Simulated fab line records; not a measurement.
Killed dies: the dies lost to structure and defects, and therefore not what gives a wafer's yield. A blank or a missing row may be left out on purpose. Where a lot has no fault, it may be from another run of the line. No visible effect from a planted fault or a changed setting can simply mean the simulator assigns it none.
fab line records + flow sky130
[record]
- lots = 7
- wafers = 21
- lastDay = 50
route steps=708 shown VT_ADJUST_HVTP@93 VT_ADJUST_LVTN@97
lots that met no fault: from a run of the same line without faults
startH: hours from the record's first day to the start of the lot's first wafer shown + waitH: hours elapsed since this lot's preceding step + " the same as in the row above + L1.1+2: one row covering several wafers at once + - no value present, or no start provided + * or withheld: withheld + < > ~ a bound
route shown NAME@n: a module of which the file shows steps, and the number in the route of the first + usual: the fault-free wafers' mean and standard deviation + same: alike in all rows + chamber/n: place in a boat + sites: per-site readings + _std_site: the standard deviation of these + _edge_site: inner sites' mean taken away from outer sites' mean + radiusMm: for every site, how far away it sits from the centre of the wafer + mask NAME#n: copy n + behind: the last tool/chamber to shape the wafer + hold: cause of the lot's hold/its duration in hours/its outcome + device: the transistor (n, p or np) that didn't switch + end of line: the route-end tests of the same wafers + a step given without rows: its recipe and nothing more + killed: count of dies lost to structure and defects at first sort (not the wafer's yield) + map: dies across one wafer; x = killed, . = not, _ = none there
set.NAME: the setting that was run; set.NAME@STEP: the one run at that earlier step + model.NAME: the simulator's own value behind a step, which no gauge read
lots at some steps of the route; a table a step, a row a wafer
services: a tool's chamber out of use, with start hour (startH, from the record's first day; less than 0 if before it), hours out, and reason
[[steps]]
[step SKY_VT_ADJUST_HVTP_OVL_MEAS_08]
[usual]
- VT_ADJUST_HVTP_OVL = 0.1/1.6
| lot.wafer | tool       | chamber | startH | waitH | VT_ADJUST_HVTP_OVL[nm] |
|-----------|------------|---------|--------|-------|------------------------|
| L936.1    | overlay-02 | -       | 168.71 | 0.1   | -0.9                   |
| L936.4    | "          | -       | "      | "     | 0.5                    |
| L936.5    | "          | -       | "      | "     | 0.8                    |
| L937.1    | overlay-02 | -       | 175.67 | 0.1   | 2.3                    |
| L937.4    | "          | -       | "      | "     | 4.1                    |
| L937.5    | "          | -       | "      | "     | 3.5                    |
| L938.2    | overlay-02 | -       | 176.58 | 0.1   | -0.2                   |
| L938.4    | "          | -       | "      | "     | 2.9                    |
| L938.5    | "          | -       | "      | "     | 0.9                    |
| L940.3    | overlay-02 | -       | 193.55 | 0.1   | -0.8                   |
| L940.4    | "          | -       | "      | "     | -0.7                   |
| L940.6    | "          | -       | "      | "     | 2.1                    |
| L949.1    | overlay-01 | -       | 243.12 | 0.1   | -0.6                   |
| L949.3    | "          | -       | "      | "     | 1.6                    |
| L949.4    | "          | -       | "      | "     | 0.0                    |
| L950.3    | overlay-02 | -       | 254.28 | 0.1   | -0.7                   |
| L950.5    | "          | -       | "      | "     | 0.7                    |
| L950.6    | "          | -       | "      | "     | -0.3                   |
| L952.1    | overlay-01 | -       | 268.12 | 0.1   | 1.2                    |
| L952.3    | "          | -       | "      | "     | 1.8                    |
| L952.5    | "          | -       | "      | "     | -1.1                   |
[step SKY_VT_ADJUST_HVTP_IMPLANT_09]
[recipe]
- species = As
- energyKev = 150
- doseCm2 = 4.3e+12
- tiltDeg = withheld
[step SKY_VT_ADJUST_HVTP_STRIP_10]
[recipe]
- chemistry = O2/N2
- powerW = 1400
- pressureMtorr = 1500
- platenTempC = withheld
- o2FlowSccm = 3000
- n2FlowSccm = 300
- overashFraction = 0.5
[usual]
- chamberPressureMTorr = 1500.0/1.2
- drypumpMotorCurrentA = 5.8/0.42
- o2FlowSccm = 3000/8.7
- oesProductAu = 0.715/0.0043
- stripTimeToEndpointS = 14.19/0.039
[same]
- overashFraction = 0.5
| lot.wafer | tool           | chamber | startH | waitH | chamberPressureMTorr | drypumpMotorCurrentA | o2FlowSccm | oesProductAu | rfHoursCounterH | stripTimeToEndpointS |
|-----------|----------------|---------|--------|-------|----------------------|----------------------|------------|--------------|-----------------|----------------------|
| L936.1    | plasmaAsher-03 | 1       | 168.90 | 0.1   | 1500.8               | 5.7                  | 3004       | 0.720        | 48              | 14.21                |
| L936.4    | "              | 1       | "      | "     | 1500.5               | 5.7                  | 3006       | 0.717        | -               | 14.20                |
| L936.5    | "              | 1       | "      | "     | 1497.1               | 5.7                  | 2999       | 0.714        | -               | 14.26                |
| L937.1    | plasmaAsher-02 | 0       | 175.86 | 0.1   | 1499.9               | 5.7                  | 2994       | 0.712        | 35              | 14.23                |
| L937.4    | "              | 1       | "      | "     | 1498.2               | 5.1                  | 3000       | 0.714        | -               | 14.22                |
| L937.5    | "              | 0       | "      | "     | 1497.9               | 5.7                  | 3004       | 0.707        | -               | 14.22                |
| L938.2    | plasmaAsher-03 | 1       | 176.76 | 0.1   | 1502.5               | 5.6                  | 3007       | 0.710        | 49              | 14.17                |
| L938.4    | "              | 1       | "      | "     | 1500.9               | 5.6                  | 2993       | 0.722        | -               | 14.14                |
| L938.5    | "              | 0       | "      | "     | 1500.6               | 5.6                  | 2999       | 0.716        | -               | 14.18                |
| L940.3    | plasmaAsher-02 | 1       | 193.76 | 0.1   | 1499.6               | 5.1                  | 2996       | 0.720        | -               | 14.23                |
| L940.4    | "              | 0       | "      | "     | 1499.3               | 5.7                  | 2995       | 0.718        | -               | 14.24                |
| L940.6    | "              | 0       | "      | "     | 1499.4               | 5.7                  | 2993       | 0.709        | -               | 14.24                |
| L949.1    | plasmaAsher-04 | 0       | 243.31 | 0.1   | 1499.2               | 5.9                  | 3007       | 0.713        | 12              | 14.11                |
| L949.3    | "              | 0       | "      | "     | 1500.9               | 5.9                  | 2999       | 0.721        | -               | 14.16                |
| L949.4    | "              | 1       | "      | "     | 1501.8               | 6.3                  | 3020       | 0.715        | -               | 14.13                |
| L950.3    | plasmaAsher-04 | 1       | 254.49 | 0.1   | 1499.8               | 6.3                  | 3004       | 0.712        | -               | 14.17                |
| L950.5    | "              | 1       | "      | "     | 1500.1               | 6.3                  | 2994       | 0.719        | -               | 14.15                |
| L950.6    | "              | 0       | "      | "     | 1500.4               | 6.0                  | 3005       | 0.715        | -               | 14.15                |
| L952.1    | plasmaAsher-03 | 1       | 268.31 | 0.1   | 1497.8               | 5.7                  | 3005       | 0.717        | 58              | 14.15                |
| L952.3    | "              | 0       | "      | "     | 1497.7               | 5.6                  | 2998       | 0.723        | -               | 14.16                |
| L952.5    | "              | 1       | "      | "     | 1499.5               | 5.7                  | 3002       | 0.713        | -               | 14.14                |
[step SKY_VT_ADJUST_HVTP_TW_MEAS_11]
[usual]
- VT_ADJUST_HVTP_TW = 1353/13
| lot.wafer | tool         | chamber | startH | waitH | VT_ADJUST_HVTP_TW |
|-----------|--------------|---------|--------|-------|-------------------|
| L936.1    | filmMetro-04 | -       | 169.00 | 0.1   | 1349              |
| L936.4    | "            | -       | "      | "     | 1360              |
| L936.5    | "            | -       | "      | "     | 1354              |
| L937.1    | filmMetro-04 | -       | 175.96 | 0.1   | 1356              |
| L937.4    | "            | -       | "      | "     | 1360              |
| L937.5    | "            | -       | "      | "     | 1358              |
| L938.2    | filmMetro-01 | -       | 176.87 | 0.1   | 1330              |
| L938.4    | "            | -       | "      | "     | 1342              |
| L938.5    | "            | -       | "      | "     | 1344              |
| L940.3    | filmMetro-01 | -       | 193.84 | 0.1   | 1334              |
| L940.4    | "            | -       | "      | "     | 1334              |
| L940.6    | "            | -       | "      | "     | 1326              |
| L949.1    | filmMetro-04 | -       | 243.41 | 0.1   | 1371              |
| L949.3    | "            | -       | "      | "     | 1367              |
| L949.4    | "            | -       | "      | "     | 1369              |
| L950.3    | filmMetro-01 | -       | 254.58 | 0.1   | 1336              |
| L950.5    | "            | -       | "      | "     | 1343              |
| L950.6    | "            | -       | "      | "     | 1340              |
| L952.1    | filmMetro-01 | -       | 268.41 | 0.1   | 1337              |
| L952.3    | "            | -       | "      | "     | 1340              |
| L952.5    | "            | -       | "      | "     | 1343              |
[step SKY_VT_ADJUST_LVTN_DEHYDRATE_00]
[recipe]
- tempC = 200
- timeS = 60
[step SKY_VT_ADJUST_LVTN_HMDS_01]
[recipe]
- primeTimeS = 60
- primeTempC = 120
[step SKY_VT_ADJUST_LVTN_COAT_02]
[recipe]
- spinRpm = 2000
- resistThkNm = 3000
[step SKY_VT_ADJUST_LVTN_SOFTBAKE_03]
[recipe]
- tempC = 110
- timeS = withheld
[step SKY_VT_ADJUST_LVTN_EXPOSE_04]
[recipe]
- maskId = NWM_COMPLEMENT_LESS_NATIVE
- na = 0.6
- sourceShape = conventional
- sigmaOuter = 0.6
- polarization = unpolarized
- targetCdNm = 840
- doseMj = 194
[step SKY_VT_ADJUST_LVTN_PEB_05]
[recipe]
- tempC = 115
- timeS = withheld
[step SKY_VT_ADJUST_LVTN_DEVELOP_06]
[recipe]
- wallAngleDeg = 90
- developer = TMAH
- developTimeS = 60
- devTempC = 23
[step SKY_VT_ADJUST_LVTN_OVL_MEAS_07]
[usual]
- VT_ADJUST_LVTN_OVL = 0.7/1.3
| lot.wafer | tool       | chamber | startH | waitH | VT_ADJUST_LVTN_OVL[nm] |
|-----------|------------|---------|--------|-------|------------------------|
| L936.1    | overlay-01 | -       | 190.10 | -     | 0.1                    |
| L936.4    | "          | -       | "      | "     | -1.6                   |
| L936.5    | "          | -       | "      | "     | 1.8                    |
| L937.1    | overlay-01 | -       | 197.58 | -     | 0.3                    |
| L937.4    | "          | -       | "      | "     | 1.0                    |
| L937.5    | "          | -       | "      | "     | 0.4                    |
| L938.2    | overlay-01 | -       | 198.16 | -     | -1.3                   |
| L938.4    | "          | -       | "      | "     | 1.3                    |
| L938.5    | "          | -       | "      | "     | 1.5                    |
| L940.3    | overlay-02 | -       | 215.43 | -     | 2.0                    |
| L940.4    | "          | -       | "      | "     | 3.3                    |
| L940.6    | "          | -       | "      | "     | 2.5                    |
| L949.1    | overlay-01 | -       | 267.63 | -     | -0.9                   |
| L949.3    | "          | -       | "      | "     | 1.1                    |
| L949.4    | "          | -       | "      | "     | -1.2                   |
| L950.3    | overlay-02 | -       | 277.78 | -     | 1.5                    |
| L950.5    | "          | -       | "      | "     | 2.1                    |
| L950.6    | "          | -       | "      | "     | 1.1                    |
| L952.1    | overlay-02 | -       | 289.72 | -     | -1.1                   |
| L952.3    | "          | -       | "      | "     | 0.2                    |
| L952.5    | "          | -       | "      | "     | 0.7                    |
[step SKY_VT_ADJUST_LVTN_IMPLANT_08]
[recipe]
- species = B
- energyKev = 29.61
- doseCm2 = 1.57e+12
- tiltDeg = withheld
[usual]
- beamEnergyKeV = 29.609/0.01
- beamOnS = 9.99/0.2
| lot.wafer | tool         | chamber | startH | waitH | beamEnergyKeV | beamOnS |
|-----------|--------------|---------|--------|-------|---------------|---------|
| L936.1    | implanter-01 | -       | 190.14 | 0.0   | -             | -       |
| L936.4    | "            | -       | "      | "     | -             | -       |
| L936.5    | "            | -       | "      | "     | -             | -       |
| L937.1    | implanter-04 | -       | 197.62 | 0.0   | -             | -       |
| L937.4    | "            | -       | "      | "     | -             | -       |
| L937.5    | "            | -       | "      | "     | -             | -       |
| L938.2    | implanter-03 | -       | 198.21 | 0.0   | -             | -       |
| L938.4    | "            | -       | "      | "     | -             | -       |
| L938.5    | "            | -       | "      | "     | -             | -       |
| L940.3    | implanter-01 | 0       | 215.50 | 0.1   | 29.608        | 9.96    |
| L940.4    | "            | 0       | "      | "     | 29.618        | 9.78    |
| L940.6    | "            | 0       | "      | "     | 29.608        | 10.38   |
| L949.1    | implanter-03 | 0       | 267.67 | 0.0   | 29.613        | 10.44   |
| L949.3    | "            | 0       | "      | "     | 29.626        | 9.78    |
| L949.4    | "            | 0       | "      | "     | 29.620        | 10.42   |
| L950.3    | implanter-03 | 0       | 277.85 | 0.1   | 29.619        | 10.22   |
| L950.5    | "            | 0       | "      | "     | 29.625        | 9.98    |
| L950.6    | "            | 0       | "      | "     | 29.623        | 10.06   |
| L952.1    | implanter-01 | 0       | 289.75 | 0.0   | 29.614        | 9.96    |
| L952.3    | "            | 0       | "      | "     | 29.623        | 9.91    |
| L952.5    | "            | 0       | "      | "     | 29.613        | 10.17   |
[step SKY_VT_ADJUST_LVTN_STRIP_09]
[recipe]
- chemistry = O2/N2
- powerW = 1400
- pressureMtorr = 1500
- platenTempC = withheld
- o2FlowSccm = 3000
- n2FlowSccm = 300
- overashFraction = 0.5
[usual]
- chamberPressureMTorr = 1500.0/1.4
- drypumpMotorCurrentA = 5.8/0.33
- o2FlowSccm = 3000/8.5
- oesProductAu = 0.723/0.0039
- stripTimeToEndpointS = 36.97/0.098
[same]
- overashFraction = 0.5
| lot.wafer | tool           | chamber | startH | waitH | chamberPressureMTorr | drypumpMotorCurrentA | o2FlowSccm | oesProductAu | rfHoursCounterH | stripTimeToEndpointS |
|-----------|----------------|---------|--------|-------|----------------------|----------------------|------------|--------------|-----------------|----------------------|
| L936.1    | plasmaAsher-03 | 1       | 190.29 | 0.1   | 1500.0               | 5.7                  | 3002       | 0.723        | 50              | 36.98                |
| L936.4    | "              | 0       | "      | "     | 1500.8               | 5.6                  | 3008       | 0.719        | -               | 36.95                |
| L936.5    | "              | 0       | "      | "     | 1500.1               | 5.5                  | 3005       | 0.717        | -               | 37.00                |
| L937.1    | plasmaAsher-04 | 0       | 197.77 | 0.1   | 1499.8               | 6.0                  | 3002       | 0.717        | 8               | 37.11                |
| L937.4    | "              | 0       | "      | "     | 1499.1               | 6.0                  | 3005       | 0.718        | -               | 37.01                |
| L937.5    | "              | 1       | "      | "     | 1498.8               | 6.3                  | 3007       | 0.722        | -               | 37.13                |
| L938.2    | plasmaAsher-01 | 1       | 198.34 | 0.1   | 1499.1               | 5.7                  | 2992       | 0.713        | 52              | 36.96                |
| L938.4    | "              | 0       | "      | "     | 1501.0               | 5.2                  | 3006       | 0.722        | -               | 36.99                |
| L938.5    | "              | 0       | "      | "     | 1498.1               | 5.2                  | 2998       | 0.719        | -               | 36.92                |
| L940.3    | plasmaAsher-03 | 0       | 215.64 | 0.1   | 1497.0               | 5.6                  | 3008       | 0.727        | -               | 36.93                |
| L940.4    | "              | 1       | "      | "     | 1498.4               | 5.6                  | 2984       | 0.716        | -               | 36.89                |
| L940.6    | "              | 1       | "      | "     | 1498.8               | 5.6                  | 3002       | 0.723        | -               | 37.07                |
| L949.1    | plasmaAsher-04 | 0       | 267.82 | 0.1   | 1500.5               | 5.9                  | 2993       | 0.724        | 15              | 37.06                |
| L949.3    | "              | 0       | "      | "     | 1498.4               | 5.9                  | 3006       | 0.719        | -               | 36.94                |
| L949.4    | "              | 1       | "      | "     | 1499.1               | 6.3                  | 3006       | 0.726        | -               | 36.87                |
| L950.3    | plasmaAsher-03 | 0       | 277.99 | 0.1   | 1499.4               | 5.6                  | 2994       | 0.719        | -               | 36.86                |
| L950.5    | "              | 0       | "      | "     | 1502.8               | 5.6                  | 3000       | 0.732        | -               | 36.94                |
| L950.6    | "              | 1       | "      | "     | 1503.1               | 5.7                  | 2985       | 0.719        | -               | 36.88                |
| L952.1    | plasmaAsher-01 | 1       | 289.90 | 0.1   | 1500.8               | 5.7                  | 3002       | 0.721        | 61              | 37.00                |
| L952.3    | "              | 0       | "      | "     | 1499.5               | 5.2                  | 3000       | 0.726        | -               | 36.99                |
| L952.5    | "              | 1       | "      | "     | 1499.5               | 5.7                  | 2991       | 0.716        | -               | 36.95                |
[step SKY_VT_ADJUST_LVTN_TW_MEAS_10]
[usual]
- VT_ADJUST_LVTN_TW = 241.2/2.4
| lot.wafer | tool         | chamber | startH | waitH | VT_ADJUST_LVTN_TW |
|-----------|--------------|---------|--------|-------|-------------------|
| L936.1    | filmMetro-01 | -       | 190.39 | 0.1   | 29.8              |
| L936.4    | "            | -       | "      | "     | 29.7              |
| L936.5    | "            | -       | "      | "     | 29.8              |
| L937.1    | filmMetro-02 | -       | 197.87 | 0.1   | 30.2              |
| L937.4    | "            | -       | "      | "     | 30.1              |
| L937.5    | "            | -       | "      | "     | 30.3              |
| L938.2    | filmMetro-02 | -       | 198.45 | 0.1   | 30.2              |
| L938.4    | "            | -       | "      | "     | 30.3              |
| L938.5    | "            | -       | "      | "     | 30.2              |
| L940.3    | filmMetro-03 | -       | 215.72 | 0.1   | 242.8             |
| L940.4    | "            | -       | "      | "     | 243.2             |
| L940.6    | "            | -       | "      | "     | 243.2             |
| L949.1    | filmMetro-03 | -       | 267.92 | 0.1   | 240.7             |
| L949.3    | "            | -       | "      | "     | 240.9             |
| L949.4    | "            | -       | "      | "     | 240.9             |
| L950.3    | filmMetro-02 | -       | 278.07 | 0.1   | 244.2             |
| L950.5    | "            | -       | "      | "     | 243.4             |
| L950.6    | "            | -       | "      | "     | 243.0             |
| L952.1    | filmMetro-02 | -       | 290.00 | 0.1   | 242.6             |
| L952.3    | "            | -       | "      | "     | 242.3             |
| L952.5    | "            | -       | "      | "     | 243.4             |
[step SKY_VT_ADJUST_LVTN_DEHYDRATE_11]
[recipe]
- tempC = 200
- timeS = 60
[[services]]
| tool         | chamber | startH | hours | kind |
|--------------|---------|--------|-------|------|
| implanter-03 | -       | 192.11 | 4.4   | pm   |
| implanter-03 | -       | 242.69 | 3.5   | pm   |
[[key]]
[firstSign]
- step = SKY_VT_ADJUST_LVTN_IMPLANT_08
- reading = toolRecord
- direction = missing
[effect]
- step = SKY_VT_ADJUST_LVTN_TW_MEAS_10
- reading = VT_ADJUST_LVTN_TW
- direction = down
- sigmas = 87
- usual = 241.2
- struck = 30.1
metAt SKY_VT_ADJUST_LVTN_IMPLANT_08
struckWafers L936.1,L936.4,L936.5,L937.1,L937.4,L937.5,L938.2,L938.4,L938.5
laterRowsLeftOut L936.1,L936.4,L936.5,L937.1,L937.4,L937.5,L938.2,L938.4,L938.5
sortLeftOut L936.1,L936.4,L936.5,L937.1,L937.4,L937.5,L938.2,L938.4,L938.5
testerLeftOut L936,L937,L938
[fault]
- kind = skippedStepWhole
- tool = implanter-01,implanter-03,implanter-04
- chamber = -
- onsetH = 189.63
- steps = SKY_VT_ADJUST_LVTN_IMPLANT_08
- scope = struckLotsOnly
// testerLeftOut: of these lots the tester's yield and bins aren't shown, on N5 and GAA mostly nor the transistor test; their killed dies are dies lost to structure and defects alone, not to doping, threshold or leakage, so they don't give the yield
// sortLeftOut: the simulated sort isn't trusted on such a fault, so these wafers' sort isn't shown, and their yield isn't known
// laterRowsLeftOut: the simulator's readings of these wafers behind a module that went badly wrong aren't trusted and aren't shown, but for the sort
